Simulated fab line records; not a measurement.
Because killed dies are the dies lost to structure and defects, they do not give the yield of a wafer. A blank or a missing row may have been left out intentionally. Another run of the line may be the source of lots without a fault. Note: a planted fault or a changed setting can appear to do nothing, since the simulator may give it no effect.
fab line records	flow sky130
record lots=13	wafers=39	last-day=50
route steps=708 shown CAP2M@615 VIA4@639 PAD_OPEN@708
lots that met no fault: from a run of the same line without faults
start-h: hours from the record's first day to the start of the lot's first wafer shown	wait-h: hours since the lot's step before	" identical to the entry in the row above	L1.1+2: one row covering several wafers at once	- no value, or no start given	* or withheld: withheld	< > ~ a bound
route shown NAME@n: names a module that has steps shown in the file, with the first one's number in the route	usual: mean/standard deviation of fault-free wafers	same: alike in all rows	chamber/n: place in a boat	sites: per-site readings	_std_site: their standard deviation	_edge_site: the outer-site mean with the inner-site mean subtracted	radius-mm: for every site, how far away it sits from the centre of the wafer	mask NAME#n: copy n	behind: tool/chamber where the wafer was last shaped	hold: why the lot went on hold/how many hours it stayed there/how the hold came to an end	device: the transistor (n, p or np) that didn't switch	end of line: the tests these same wafers got at the end of their route	a step with no rows: only its recipe	killed: the dies lost at the first sort to structure and to defects; this is not the yield of the wafer	map: per-die view of a wafer (x killed, . not killed, _ where there is no die)
set.NAME: the setting that was run; set.NAME@STEP: the one run at that earlier step	model.NAME: the simulator's own value behind a step, which no gauge read
route steps across a sampled set of lots; one table per step, one row per wafer
services: a tool's chamber out of use, with start hour (start-h, from the record's first day; less than 0 if before it), hours out, and reason
## steps
# step SKY_CAP2M_OVL_MEAS_12
# usual CAP2M_OVL=0.9/1.3
lot.wafer	tool	chamber	start-h	wait-h	CAP2M_OVL[nm]
L990.1	overlay-01	-	949.55	0.1	1.6
L990.3	"	-	"	"	-0.2
L990.4	"	-	"	"	0.4
L995.1	overlay-01	-	999.25	0.1	3.6
L995.4	"	-	"	"	3.3
L995.5	"	-	"	"	2.7
L997.1	overlay-02	-	1002.59	0.1	3.1
L997.2	"	-	"	"	2.6
L997.3	"	-	"	"	2.9
L998.1	overlay-02	-	1005.83	0.1	-0.1
L998.3	"	-	"	"	-0.6
L998.6	"	-	"	"	-0.1
L101.4	overlay-01	-	1027.42	0.1	-1.8
L101.5	"	-	"	"	0.0
L101.6	"	-	"	"	-0.6
L105.1	overlay-01	-	1053.63	0.1	0.8
L105.2	"	-	"	"	0.7
L105.6	"	-	"	"	2.4
L107.3	overlay-02	-	1070.30	0.1	0.0
L107.4	"	-	"	"	0.6
L107.5	"	-	"	"	1.2
L108.2	overlay-01	-	1085.16	0.1	0.9
L108.3	"	-	"	"	1.4
L108.5	"	-	"	"	-0.6
L109.1	overlay-01	-	1085.45	0.1	-0.1
L109.2	"	-	"	"	0.9
L109.3	"	-	"	"	0.3
L111.1	overlay-02	-	1087.80	0.1	1.4
L111.2	"	-	"	"	0.9
L111.4	"	-	"	"	1.3
L110.2	overlay-01	-	1089.19	0.1	-0.2
L110.4	"	-	"	"	0.1
L110.6	"	-	"	"	-0.1
L112.1	overlay-01	-	1094.33	0.1	0.7
L112.4	"	-	"	"	-0.2
L112.5	"	-	"	"	-0.5
L113.1	overlay-02	-	1099.89	0.1	0.1
L113.4	"	-	"	"	0.3
L113.6	"	-	"	"	-0.4
# step SKY_VIA4_HDPCVD_00
# recipe material=SiO2	target-thk-nm=1750	sigma-open-frac=0.3	time-s=291.7	temp-c=400	sih4-flow-sccm=60	pressure-mtorr=6
# usual pressure-mtorr=6.000/0.011
lot.wafer	tool	chamber	start-h	wait-h	pressure-mtorr
L990.1	hdpcvd-02	0	975.53	0.0	5.997
L990.3	"	1	"	"	6.011
L990.4	"	1	"	"	5.998
L995.1	hdpcvd-02	1	1023.55	0.0	5.988
L995.4	"	2	"	"	5.990
L995.5	"	1	"	"	6.009
L997.1	hdpcvd-01	0	1027.56	0.0	5.992
L997.2	"	1	"	"	5.994
L997.3	"	2	"	"	6.010
L998.1	hdpcvd-01	1	1030.58	0.0	5.994
L998.3	"	0	"	"	6.009
L998.6	"	2	"	"	5.999
L101.4	hdpcvd-02	0	1051.21	0.1	5.980
L101.5	"	1	"	"	6.013
L101.6	"	2	"	"	5.997
L105.1	hdpcvd-02	0	1076.74	0.0	5.993
L105.2	"	2	"	"	6.012
L105.6	"	0	"	"	6.002
L107.3	hdpcvd-01	1	1092.68	0.0	5.996
L107.4	"	2	"	"	6.007
L107.5	"	1	"	"	6.003
L109.1	hdpcvd-01	2	1108.59	0.0	6.014
L109.2	"	0	"	"	6.006
L109.3	"	1	"	"	5.991
L108.2	hdpcvd-02	1	1108.76	0.0	5.997
L108.3	"	2	"	"	6.003
L108.5	"	2	"	"	5.992
L111.1	hdpcvd-01	2	1110.39	0.0	5.991
L111.2	"	1	"	"	6.000
L111.4	"	1	"	"	5.998
L110.2	hdpcvd-01	0	1110.83	0.0	6.022
L110.4	"	0	"	"	6.018
L110.6	"	1	"	"	6.035
L112.1	hdpcvd-01	1	1116.93	0.0	5.996
L112.4	"	2	"	"	5.999
L112.5	"	2	"	"	6.000
L113.1	hdpcvd-02	1	1121.93	0.0	6.017
L113.4	"	2	"	"	6.001
L113.6	"	1	"	"	6.001
# step SKY_VIA4_THK_MEAS_01
# recipe reads=SiO2_of_VIA4_HDPCVD_00
# usual VIA4_HDPCVD_THK=1743/18
lot.wafer	tool	chamber	start-h	wait-h	hold	VIA4_HDPCVD_THK[nm]
L990.1	film-metro-04	-	975.74	0.1	-	1773
L990.3	"	-	"	"	-	1748
L990.4	"	-	"	"	-	1742
L995.1	film-metro-04	-	1023.73	0.1	-	1749
L995.4	"	-	"	"	-	1722
L995.5	"	-	"	"	-	1747
L997.1	film-metro-03	-	1027.74	0.1	await-dispo/0.2h/release	803
L997.2	"	-	"	"	await-dispo/0.2h/release	811
L997.3	"	-	"	"	await-dispo/0.2h/release	796
L997.1	film-metro-03	-	1027.97	0.2	-	803
L997.2	"	-	"	"	-	810
L997.3	"	-	"	"	-	796
L998.1	film-metro-03	-	1030.76	0.1	await-dispo/0.2h/release	797
L998.3	"	-	"	"	await-dispo/0.2h/release	808
L998.6	"	-	"	"	await-dispo/0.2h/release	1746
L998.1	film-metro-03	-	1030.98	0.2	-	798
L998.3	"	-	"	"	-	807
L998.6	"	-	"	"	-	1747
L101.4	film-metro-04	-	1051.33	0.0	-	1769
L101.5	"	-	"	"	-	1752
L101.6	"	-	"	"	-	1757
L105.1	film-metro-03	-	1076.92	0.1	-	1755
L105.2	"	-	"	"	-	1721
L105.6	"	-	"	"	-	1744
L107.3	film-metro-03	-	1092.88	0.1	-	1726
L107.4	"	-	"	"	-	1714
L107.5	"	-	"	"	-	1723
L109.1	film-metro-02	-	1108.77	0.1	-	1750
L109.2	"	-	"	"	-	1760
L109.3	"	-	"	"	-	1745
L108.2	film-metro-03	-	1108.95	0.1	-	1759
L108.3	"	-	"	"	-	1733
L108.5	"	-	"	"	-	1736
L111.1	film-metro-03	-	1110.57	0.1	-	1721
L111.2	"	-	"	"	-	1750
L111.4	"	-	"	"	-	1708
L110.2	film-metro-03	-	1111.06	0.1	-	1735
L110.4	"	-	"	"	-	1735
L110.6	"	-	"	"	-	1712
L112.1	film-metro-03	-	1117.24	0.2	-	1738
L112.4	"	-	"	"	-	1765
L112.5	"	-	"	"	-	1738
L113.1	film-metro-04	-	1122.11	0.1	-	1735
L113.4	"	-	"	"	-	1744
L113.6	"	-	"	"	-	1767
# step SKY_VIA4_OVL_MEAS_11
# usual VIA4_OVL=-0.1/1.6
lot.wafer	tool	chamber	start-h	wait-h	VIA4_OVL[nm]
L990.1	overlay-01	-	1000.14	0.1	0.5
L990.3	"	-	"	"	-0.4
L990.4	"	-	"	"	-0.4
L995.1	overlay-02	-	1046.81	0.1	2.1
L995.4	"	-	"	"	2.1
L995.5	"	-	"	"	0.6
L997.1	overlay-02	-	1051.08	0.1	0.3
L997.2	"	-	"	"	1.0
L997.3	"	-	"	"	0.3
L998.1	overlay-02	-	1053.33	0.1	1.2
L998.3	"	-	"	"	-0.9
L998.6	"	-	"	"	-1.5
L101.4	overlay-01	-	1072.67	0.1	2.0
L101.5	"	-	"	"	2.7
L101.6	"	-	"	"	1.8
L105.1	overlay-02	-	1098.43	0.1	-1.0
L105.2	"	-	"	"	0.3
L105.6	"	-	"	"	-0.4
L107.3	overlay-02	-	1113.65	0.1	-0.9
L107.4	"	-	"	"	-1.4
L107.5	"	-	"	"	-2.9
L109.1	overlay-02	-	1128.79	0.1	-2.3
L109.2	"	-	"	"	-1.8
L109.3	"	-	"	"	-1.7
L108.2	overlay-02	-	1129.06	0.1	0.6
L108.3	"	-	"	"	0.3
L108.5	"	-	"	"	0.0
L111.1	overlay-02	-	1129.36	0.1	-1.0
L111.2	"	-	"	"	-0.8
L111.4	"	-	"	"	0.9
L110.2	overlay-02	-	1129.67	0.1	-0.1
L110.4	"	-	"	"	-1.3
L110.6	"	-	"	"	-1.8
L112.1	overlay-02	-	1136.54	0.1	-2.6
L112.4	"	-	"	"	-3.1
L112.5	"	-	"	"	-1.6
L113.1	overlay-02	-	1141.09	0.1	-2.1
L113.4	"	-	"	"	-2.7
L113.6	"	-	"	"	-2.2
# step SKY_VIA4_CVD_18
# recipe material=W	target-thk-nm=505	time-s=152.14	temp-c=400	pressure-torr=40
# usual heater-power-w=877/120
lot.wafer	tool	chamber	start-h	wait-h	heater-power-w
L990.1	cvd-w-02	1	1000.94	0.0	748
L990.3	"	1	"	"	753
L990.4	"	0	"	"	1009
L995.1	cvd-w-02	1	1047.57	0.0	770
L995.4	"	0	"	"	1015
L995.5	"	1	"	"	754
L997.1	cvd-w-02	1	1051.85	0.0	743
L997.2	"	0	"	"	1011
L997.3	"	1	"	"	739
L998.1	cvd-w-02	0	1054.19	0.0	1010
L998.3	"	1	"	"	749
L998.6	"	1	"	"	753
L101.4	cvd-w-01	1	1073.47	0.1	965
L101.5	"	0	"	"	780
L101.6	"	1	"	"	977
L105.1	cvd-w-02	1	1099.20	0.0	735
L105.2	"	0	"	"	1033
L105.6	"	0	"	"	1018
L107.3	cvd-w-01	1	1114.53	0.1	966
L107.4	"	0	"	"	780
L107.5	"	0	"	"	798
L109.1	cvd-w-02	0	1129.55	0.0	1039
L109.2	"	1	"	"	762
L109.3	"	1	"	"	751
L108.2	cvd-w-01	0	1129.82	0.0	783
L108.3	"	0	"	"	773
L108.5	"	1	"	"	935
L111.1	cvd-w-02	1	1130.18	0.1	734
L111.2	"	0	"	"	1025
L111.4	"	0	"	"	1040
L110.2	cvd-w-01	0	1130.42	0.0	765
L110.4	"	0	"	"	768
L110.6	"	0	"	"	764
L112.1	cvd-w-01	0	1137.34	0.0	766
L112.4	"	1	"	"	952
L112.5	"	1	"	"	973
L113.1	cvd-w-01	0	1141.85	0.0	771
L113.4	"	1	"	"	966
L113.6	"	0	"	"	773
# step SKY_PAD_OPEN_PROBE_99
# usual defect-limited-yield=82.3/2	killed_at_M0_to_M3=44/7.8	killed_at_M4_up=2.9/1.7	killed-at-contacts=24/5.4	killed-at-front-end=15/4.5	killed-at-other=0.3/0.55	killed-dies=87/10	killed-on-rim=17/4.1	killed-open=48/7.4	killed-short=39/5.9
# same gross-dies=492	killed-at-back-side=0
lot.wafer	tool	chamber	start-h	wait-h	defect-limited-yield[%]	killed_at_M0_to_M3	killed_at_M4_up	killed-at-contacts	killed-at-front-end	killed-at-other	killed-dies	killed-on-rim	killed-open	killed-short
L990.1	prober-02	-	1072.62	0.1	78.5	57	4	31	14	0	106	22	63	43
L990.3	prober-02	-	1072.72	0.2	82.5	44	2	17	22	1	86	16	46	40
L990.4	prober-02	-	1072.77	0.2	80.3	42	1	33	20	1	97	22	58	39
L995.1	prober-01	-	1114.47	0.1	82.7	33	2	31	19	0	85	17	46	39
L995.4	prober-01	-	1114.62	0.2	85.2	32	5	25	11	0	73	10	39	34
L995.5	prober-01	-	1114.67	0.2	84.3	30	3	31	13	0	77	10	41	36
L997.1	prober-01	-	1118.89	0.1	81.3	41	1	33	16	1	92	14	52	40
L997.2	prober-01	-	1118.94	0.1	83.7	48	4	19	9	0	80	15	40	40
L997.3	prober-01	-	1118.99	0.2	82.5	45	4	21	16	0	86	15	48	38
L998.1	prober-01	-	1121.07	0.1	79.5	58	4	26	13	0	101	17	63	38
L998.3	prober-01	-	1121.17	0.2	81.5	60	4	18	9	0	91	17	52	39
L998.6	prober-01	-	1121.32	0.2	78.0	54	3	28	21	2	108	23	55	53
L101.4	prober-01	-	1138.70	0.2	79.7	47	7	31	13	2	100	22	57	43
L101.5	prober-01	-	1138.75	0.2	83.1	47	0	19	15	2	83	16	38	45
L101.6	prober-01	-	1138.80	0.2	81.9	38	6	22	22	1	89	16	44	45
L105.1	prober-01	-	1160.08	0.1	79.7	57	3	23	17	0	100	24	50	50
L105.2	prober-01	-	1160.13	0.1	82.3	44	6	28	8	1	87	15	49	38
L105.6	prober-01	-	1160.33	0.2	80.3	49	5	28	15	0	97	14	59	38
L107.3	prober-01	-	1172.86	0.2	79.9	43	6	35	15	0	99	22	54	45
L107.4	prober-01	-	1172.91	0.2	82.3	37	4	26	20	0	87	18	52	35
L107.5	prober-01	-	1172.96	0.2	83.5	34	0	28	18	1	81	20	44	37
L109.1	prober-02	-	1184.62	0.1	81.7	51	3	22	14	0	90	22	47	43
L109.2	prober-02	-	1184.67	0.1	84.1	38	2	22	16	0	78	14	42	36
L109.3	prober-02	-	1184.72	0.2	80.9	47	6	31	10	0	94	19	60	34
L111.1	prober-02	-	1186.12	0.1	83.5	43	2	20	16	0	81	18	40	41
L111.2	prober-02	-	1186.17	0.1	83.1	44	1	23	15	0	83	12	42	41
L111.4	prober-02	-	1186.27	0.2	79.9	49	9	24	16	1	99	20	51	48
L108.2	prober-01	-	1186.17	0.1	85.2	31	3	29	10	0	73	21	41	32
L108.3	prober-01	-	1186.22	0.2	85.0	34	1	25	14	0	74	13	39	35
L108.5	prober-01	-	1186.32	0.2	83.3	32	3	29	18	0	82	12	47	35
L110.2	prober-01	-	1186.97	0.1	82.7	47	5	16	17	0	85	12	52	33
L110.4	prober-01	-	1187.07	0.2	83.9	43	3	23	9	1	79	13	51	28
L110.6	prober-01	-	1187.17	0.2	80.9	48	3	21	22	0	94	16	54	40
L112.1	prober-02	-	1192.52	0.1	79.9	45	6	29	19	0	99	18	55	44
L112.4	prober-02	-	1192.67	0.2	86.2	37	3	20	8	0	68	11	31	37
L112.5	prober-02	-	1192.72	0.2	80.7	42	5	29	19	0	95	14	52	43
L113.1	prober-01	-	1195.86	0.1	83.3	39	3	30	10	0	82	22	53	29
L113.4	prober-01	-	1196.01	0.2	83.9	38	7	18	16	0	79	12	45	34
L113.6	prober-01	-	1196.11	0.2	84.3	36	4	20	17	0	77	15	40	37
# killed by level:class
L990.1 VIA1:geometric-particle:open=18 VIA3:geometric-particle:open=9 LI_CONTACT:geometric-particle:open=7 CONTACT:geometric-particle:open=7 VIA2:geometric-particle:open=7 CONTACT:geometric-particle:short=6 METAL1:geometric-particle:short=5 LI_CONTACT:geometric-particle:short=5
L990.3 FIELD_ISO:geometric-particle:short=8 CONTACT:geometric-particle:open=8 METAL1:geometric-particle:short=8 VIA2:geometric-particle:short=7 VIA1:geometric-particle:open=7 FIELD_ISO:geometric-particle:open=5 VIA3:geometric-particle:open=5 VIA2:geometric-particle:open=4
L990.4 VIA2:geometric-particle:open=10 FIELD_ISO:geometric-particle:open=9 LI_CONTACT:geometric-particle:open=9 CONTACT:geometric-particle:open=9 VIA3:geometric-particle:open=8 CONTACT:geometric-particle:short=6 LOCAL_INTERCONNECT:geometric-particle:short=5 VIA1:geometric-particle:short=5
L995.1 CONTACT:geometric-particle:open=15 CONTACT:geometric-particle:short=7 VIA2:geometric-particle:open=7 POLY_GATE:geometric-particle:open=6 METAL1:geometric-particle:short=6 VIA1:geometric-particle:short=6 POLY_GATE:geometric-particle:short=4 LI_CONTACT:geometric-particle:open=4
L995.4 CONTACT:geometric-particle:open=10 VIA1:geometric-particle:open=8 VIA2:geometric-particle:open=7 LOCAL_INTERCONNECT:geometric-particle:short=5 CONTACT:geometric-particle:short=5 FIELD_ISO:geometric-particle:short=4 METAL2:geometric-particle:short=4 LI_CONTACT:geometric-particle:open=3
L995.5 CONTACT:geometric-particle:open=12 CONTACT:geometric-particle:short=9 VIA1:geometric-particle:open=9 FIELD_ISO:geometric-particle:open=8 METAL1:geometric-particle:short=6 LI_CONTACT:geometric-particle:short=4 LI_CONTACT:geometric-particle:open=4 METAL2:geometric-particle:short=4
L997.1 CONTACT:geometric-particle:short=12 METAL2:geometric-particle:short=9 FIELD_ISO:geometric-particle:open=8 LI_CONTACT:geometric-particle:open=8 CONTACT:geometric-particle:open=8 VIA1:geometric-particle:open=7 VIA3:geometric-particle:open=6 VIA2:geometric-particle:open=4
L997.2 METAL2:geometric-particle:short=11 VIA2:geometric-particle:open=9 METAL1:geometric-particle:short=8 CONTACT:geometric-particle:open=7 CONTACT:geometric-particle:short=6 LI_CONTACT:geometric-particle:open=5 VIA1:geometric-particle:open=4 METAL2:geometric-particle:open=4
L997.3 VIA1:geometric-particle:open=14 LI_CONTACT:geometric-particle:open=9 VIA1:geometric-particle:short=8 FIELD_ISO:geometric-particle:short=7 VIA2:geometric-particle:open=7 CONTACT:geometric-particle:open=6 METAL1:geometric-particle:short=6 LOCAL_INTERCONNECT:geometric-particle:short=3
L998.1 CONTACT:geometric-particle:open=12 VIA1:geometric-particle:open=11 VIA3:geometric-particle:open=10 VIA2:geometric-particle:open=8 CONTACT:geometric-particle:short=5 METAL2:geometric-particle:short=5 FIELD_ISO:geometric-particle:open=4 METAL1:geometric-particle:open=4
L998.3 VIA1:geometric-particle:open=11 VIA3:geometric-particle:open=9 METAL2:geometric-particle:short=8 VIA2:geometric-particle:open=8 LI_CONTACT:geometric-particle:open=7 CONTACT:geometric-particle:open=7 METAL1:geometric-particle:short=6 VIA1:geometric-particle:short=4
L998.6 VIA1:geometric-particle:open=11 CONTACT:geometric-particle:open=8 VIA3:geometric-particle:open=8 LI_CONTACT:geometric-particle:open=7 FIELD_ISO:geometric-particle:short=6 CONTACT:geometric-particle:short=6 METAL1:geometric-particle:short=6 VIA1:geometric-particle:short=6
L101.4 VIA1:geometric-particle:open=11 CONTACT:geometric-particle:open=9 LI_CONTACT:geometric-particle:open=9 VIA3:geometric-particle:open=8 VIA3:geometric-particle:short=7 LI_CONTACT:geometric-particle:short=6 METAL4:geometric-particle:short=6 POLY_GATE:geometric-particle:open=5
L101.5 VIA3:geometric-particle:open=11 CONTACT:geometric-particle:open=11 VIA1:geometric-particle:short=7 METAL2:geometric-particle:short=7 VIA1:geometric-particle:open=5 POLY_GATE:geometric-particle:short=4 VIA2:geometric-particle:open=4 VIA2:geometric-particle:short=4
L101.6 VIA1:geometric-particle:open=11 VIA2:geometric-particle:open=8 LI_CONTACT:geometric-particle:open=6 METAL4:geometric-particle:short=6 POLY_GATE:geometric-particle:short=5 LOCAL_INTERCONNECT:geometric-particle:short=5 METAL1:geometric-particle:short=5 FIELD_ISO:geometric-particle:short=4
L105.1 VIA1:geometric-particle:open=15 VIA2:geometric-particle:open=10 VIA1:geometric-particle:short=8 METAL1:geometric-particle:short=7 LOCAL_INTERCONNECT:geometric-particle:short=6 FIELD_ISO:geometric-particle:short=5 POLY_GATE:geometric-particle:open=5 METAL2:geometric-particle:short=5
L105.2 VIA1:geometric-particle:open=12 CONTACT:geometric-particle:open=10 LI_CONTACT:geometric-particle:open=9 VIA2:geometric-particle:open=8 VIA1:geometric-particle:short=7 METAL4:geometric-particle:short=6 METAL1:geometric-particle:short=5 CONTACT:geometric-particle:short=5
L105.6 VIA2:geometric-particle:open=10 CONTACT:geometric-particle:open=8 VIA1:geometric-particle:open=8 LI_CONTACT:geometric-particle:open=6 CONTACT:geometric-particle:short=6 METAL2:geometric-particle:short=6 VIA3:geometric-particle:open=6 FIELD_ISO:geometric-particle:open=5
L107.3 CONTACT:geometric-particle:open=14 VIA1:geometric-particle:open=13 METAL2:geometric-particle:short=8 METAL1:geometric-particle:short=7 LI_CONTACT:geometric-particle:open=6 CONTACT:geometric-particle:short=6 LOCAL_INTERCONNECT:geometric-particle:short=5 FIELD_ISO:geometric-particle:open=4
L107.4 CONTACT:geometric-particle:open=13 VIA1:geometric-particle:open=9 POLY_GATE:geometric-particle:open=6 LI_CONTACT:geometric-particle:open=5 CONTACT:geometric-particle:short=5 VIA2:geometric-particle:open=5 POLY_GATE:geometric-particle:short=4 METAL2:geometric-particle:short=4
L107.5 LI_CONTACT:geometric-particle:open=7 CONTACT:geometric-particle:open=7 VIA1:geometric-particle:open=6 FIELD_ISO:geometric-particle:open=5 LI_CONTACT:geometric-particle:short=5 FIELD_ISO:geometric-particle:short=4 POLY_GATE:geometric-particle:open=4 METAL1:geometric-particle:open=4
L109.1 VIA1:geometric-particle:open=13 CONTACT:geometric-particle:open=8 METAL2:geometric-particle:short=7 FIELD_ISO:geometric-particle:short=6 METAL1:geometric-particle:short=6 VIA2:geometric-particle:open=6 LI_CONTACT:geometric-particle:open=5 LI_CONTACT:geometric-particle:short=4
L109.2 VIA1:geometric-particle:open=12 LI_CONTACT:geometric-particle:open=8 CONTACT:geometric-particle:short=5 METAL1:geometric-particle:short=5 METAL2:geometric-particle:short=5 VIA3:geometric-particle:open=5 POLY_GATE:geometric-particle:short=4 CONTACT:geometric-particle:open=4
L109.3 LI_CONTACT:geometric-particle:open=14 CONTACT:geometric-particle:open=10 VIA2:geometric-particle:open=9 VIA3:geometric-particle:open=8 METAL1:geometric-particle:short=7 METAL2:geometric-particle:short=7 VIA1:geometric-particle:short=4 FIELD_ISO:geometric-particle:open=3
L111.1 VIA1:geometric-particle:open=10 VIA1:geometric-particle:short=8 CONTACT:geometric-particle:open=6 METAL2:geometric-particle:short=5 VIA2:geometric-particle:open=5 VIA3:geometric-particle:open=5 FIELD_ISO:geometric-particle:short=4 POLY_GATE:geometric-particle:short=4
L108.2 CONTACT:geometric-particle:open=10 LI_CONTACT:geometric-particle:open=6 CONTACT:geometric-particle:short=6 VIA2:geometric-particle:open=6 METAL1:geometric-particle:short=5 VIA1:geometric-particle:open=5 VIA3:geometric-particle:open=4 VIA3:geometric-particle:short=4
L111.2 VIA3:geometric-particle:open=10 METAL1:geometric-particle:short=9 VIA1:geometric-particle:open=8 LI_CONTACT:geometric-particle:open=7 METAL2:geometric-particle:short=6 POLY_GATE:geometric-particle:short=5 CONTACT:geometric-particle:open=5 FIELD_ISO:geometric-particle:open=4
L108.3 CONTACT:geometric-particle:open=12 METAL1:geometric-particle:short=8 VIA1:geometric-particle:open=8 LI_CONTACT:geometric-particle:open=7 VIA3:geometric-particle:short=4 METAL2:geometric-particle:short=4 VIA1:geometric-particle:short=4 POLY_GATE:geometric-particle:short=3
L111.4 VIA1:geometric-particle:open=11 LI_CONTACT:geometric-particle:open=11 METAL4:geometric-particle:short=7 VIA3:geometric-particle:short=6 VIA1:geometric-particle:short=6 VIA3:geometric-particle:open=6 POLY_GATE:geometric-particle:open=5 LOCAL_INTERCONNECT:geometric-particle:short=4
L108.5 VIA1:geometric-particle:open=12 CONTACT:geometric-particle:open=11 LI_CONTACT:geometric-particle:open=6 LOCAL_INTERCONNECT:geometric-particle:short=5 FIELD_ISO:geometric-particle:open=4 CONTACT:geometric-particle:short=4 VIA1:geometric-particle:short=4 VIA2:geometric-particle:open=4
L110.2 VIA1:geometric-particle:open=15 VIA3:geometric-particle:open=9 CONTACT:geometric-particle:open=8 VIA1:geometric-particle:short=5 FIELD_ISO:geometric-particle:open=4 FIELD_ISO:geometric-particle:short=4 LI_CONTACT:geometric-particle:open=4 METAL1:geometric-particle:short=4
L110.4 CONTACT:geometric-particle:open=10 VIA2:geometric-particle:open=9 METAL1:geometric-particle:short=8 VIA1:geometric-particle:open=6 LI_CONTACT:geometric-particle:open=5 METAL2:geometric-particle:short=5 VIA3:geometric-particle:open=5 CONTACT:geometric-particle:short=4
L110.6 VIA1:geometric-particle:open=12 METAL1:geometric-particle:short=10 LI_CONTACT:geometric-particle:open=9 POLY_GATE:geometric-particle:short=6 CONTACT:geometric-particle:open=6 VIA3:geometric-particle:open=6 FIELD_ISO:geometric-particle:open=5 METAL1:geometric-particle:open=4
L112.1 VIA1:geometric-particle:open=9 LI_CONTACT:geometric-particle:open=8 VIA2:geometric-particle:open=7 POLY_GATE:geometric-particle:open=5 LI_CONTACT:geometric-particle:short=5 LOCAL_INTERCONNECT:geometric-particle:short=5 CONTACT:geometric-particle:open=5 METAL1:geometric-particle:short=5
L112.4 METAL2:geometric-particle:short=7 VIA1:geometric-particle:open=7 CONTACT:geometric-particle:open=6 LI_CONTACT:geometric-particle:open=5 LOCAL_INTERCONNECT:geometric-particle:short=5 VIA2:geometric-particle:short=5 METAL1:geometric-particle:short=4 VIA1:geometric-particle:short=4
L112.5 CONTACT:geometric-particle:open=16 VIA1:geometric-particle:open=9 VIA3:geometric-particle:open=7 FIELD_ISO:geometric-particle:short=6 LOCAL_INTERCONNECT:geometric-particle:short=6 POLY_GATE:geometric-particle:open=5 CONTACT:geometric-particle:short=5 METAL2:geometric-particle:short=5
L113.1 LI_CONTACT:geometric-particle:open=10 CONTACT:geometric-particle:open=10 VIA1:geometric-particle:open=8 VIA3:geometric-particle:open=7 LI_CONTACT:geometric-particle:short=4 METAL1:geometric-particle:short=4 VIA2:geometric-particle:open=4 METAL3:geometric-particle:short=4
L113.4 VIA3:geometric-particle:open=10 CONTACT:geometric-particle:open=9 FIELD_ISO:geometric-particle:open=7 VIA2:geometric-particle:open=7 METAL4:geometric-particle:short=7 VIA1:geometric-particle:open=6 FIELD_ISO:geometric-particle:short=5 VIA1:geometric-particle:short=5
L113.6 LI_CONTACT:geometric-particle:open=8 VIA1:geometric-particle:open=8 FIELD_ISO:geometric-particle:open=7 METAL2:geometric-particle:short=7 METAL1:geometric-particle:short=7 CONTACT:geometric-particle:open=5 POLY_GATE:geometric-particle:short=4 VIA2:geometric-particle:open=4
## services
tool	chamber	start-h	hours	kind
cvd-w-02	-	955.73	0.9	repair
hdpcvd-01	0	965.25	-	clean
hdpcvd-01	1	965.25	-	clean
hdpcvd-01	2	965.25	-	clean
cvd-w-02	0	984.34	4.6	repair
hdpcvd-01	-	1076.39	0.9	repair
cvd-w-01	-	1077.57	1.7	repair
cvd-w-02	-	1079.26	6.0	pm
hdpcvd-01	0	1112.40	20.5	repair
## key
first-sign step=SKY_VIA4_THK_MEAS_01	reading=visit	direction=added
effect step=SKY_VIA4_THK_MEAS_01	reading=VIA4_HDPCVD_THK	direction=down	sigmas=53	usual=1743	struck=803
met-at SKY_VIA4_HDPCVD_00
struck-lots L997,L998
struck-wafers L997.1,L997.2,L997.3,L998.1,L998.3
not-acting-at SKY_CAP2M_OVL_MEAS_12,SKY_VIA4_OVL_MEAS_11,SKY_VIA4_CVD_18
fault kind=process-parameter-drift	tool=hdpcvd-01	chamber=-	onset-h=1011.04	steps=SKY_VIA4_HDPCVD_00	channel=target-thk-nm	offset=-955.41	shape=step	end-h=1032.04	scope=struck-wafers-only	acts-in=these-recipes-only	stated=1750
